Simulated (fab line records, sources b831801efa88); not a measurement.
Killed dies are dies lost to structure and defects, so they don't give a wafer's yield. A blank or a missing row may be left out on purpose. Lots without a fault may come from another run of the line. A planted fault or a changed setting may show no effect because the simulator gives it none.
Which tool did it? | flow gf180mcu | 6 lots, 18 wafers sampled, at 1 step of a route of 602

WHAT THE GAUGES READ, wafer by wafer
GF_STI_THK_MEAS_24.
lot  | measured    | on            | STI_CVD_23_THK (nm)
L795 | day 2 09:52 | film_metro-01 | 642 650 650
L799 | day 3 04:55 | film_metro-03 | 642 647 644
L801 | day 3 15:34 | film_metro-03 | 647 646 645
L810 | day 5 14:21 | film_metro-03 | 646 644 645
L812 | day 6 00:58 | film_metro-03 | 648 646 646
L816 | day 6 21:56 | film_metro-02 | 651 632 641

WHICH TOOL RAN EACH LOT (tool, then ch and the chambers of the sampled wafers, then the start)
The record holds no process step before these readings.

THE ANSWER, worked out from the rows above alone
Rule: what is usual is taken from the lots themselves. Put in order of their means at a reading, lots are off if they are a third of the lots or fewer, leave a main group of 4 or more, and stand apart from it by a gap of 3 or more times the standard deviation of the main group's means; of several such gaps the widest counts. A main group whose means are all the same, to the digits that the tables above print for the reading, isn't used. A lot without any number at a reading at which 4 lots or more have one is off too. The other lots that the step has rows for count as sound.
No lot is off at any reading shown: from this, nothing can be told.

WHAT THE SIMULATOR HAD PUT IN
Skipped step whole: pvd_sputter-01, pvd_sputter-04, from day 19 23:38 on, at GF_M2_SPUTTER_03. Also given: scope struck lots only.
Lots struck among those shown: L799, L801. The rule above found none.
